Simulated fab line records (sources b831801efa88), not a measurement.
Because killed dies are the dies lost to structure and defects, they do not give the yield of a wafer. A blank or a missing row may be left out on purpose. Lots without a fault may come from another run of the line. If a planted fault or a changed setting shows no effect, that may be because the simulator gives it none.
What tool caused it? ; flow gf180mcu ; 6 lots with 18 wafers sampled at 3 steps, on a route of 602 steps

## WHAT THE GAUGES READ, wafer by wafer
GF_V4_THK_MEAS_01.
lot;measured;on;V4_CVD_00_THK (nm)
L800;day 23 20:40;film-metro-04;594 587 601
L803;day 24 23:43;film-metro-04;593 596 603
L805;day 25 20:44;film-metro-03;605 596 606
L807;day 26 08:16;film-metro-03;595 597 593
L809;day 27 02:47;film-metro-03;596 600 605
L810;day 27 08:20;film-metro-01;592 594 592

## WHICH TOOL RAN EACH LOT (tool, then ch and the chambers of the sampled wafers, then the start)
lot;GF_M4_SPUTTER_00;GF_M4_SPUTTER_02
L800;pvd-sputter-04, day 22 21:04;pvd-sputter-04, day 22 21:11
L803;pvd-sputter-04, day 24 00:29;pvd-sputter-04, day 24 00:37
L805;pvd-sputter-02, day 24 22:20;pvd-sputter-02, day 24 22:28
L807;pvd-sputter-04, day 25 10:44;pvd-sputter-04, day 25 10:52
L809;pvd-sputter-01, day 26 04:58;pvd-sputter-01, day 26 05:06
L810;pvd-sputter-01, day 26 11:08;pvd-sputter-01, day 26 11:16
- GF_M4_SPUTTER_00: material Ti, target thk 37.5 nm, time 150 s.
- GF_M4_SPUTTER_02: material AlCu, target thk 450 nm, time 23.9 s.

## THE ANSWER, worked out from the rows above alone
Rule: what is usual is taken from the lots themselves. Put in order of their means at a reading, lots are off if they are a third of the lots or fewer, leave a main group of 4 or more, and stand apart from it by a gap of 3 or more times the standard deviation of the main group's means; of several such gaps the widest counts. A main group is skipped when, at the precision printed for the reading in the tables above, its means are all equal. A lot without any number at a reading at which 4 lots or more have one is off too. All remaining lots with rows at the step are treated as sound.
No lot is off at any reading shown: from this, nothing can be told.

## WHAT HAD BEEN PUT IN BY THE SIMULATOR
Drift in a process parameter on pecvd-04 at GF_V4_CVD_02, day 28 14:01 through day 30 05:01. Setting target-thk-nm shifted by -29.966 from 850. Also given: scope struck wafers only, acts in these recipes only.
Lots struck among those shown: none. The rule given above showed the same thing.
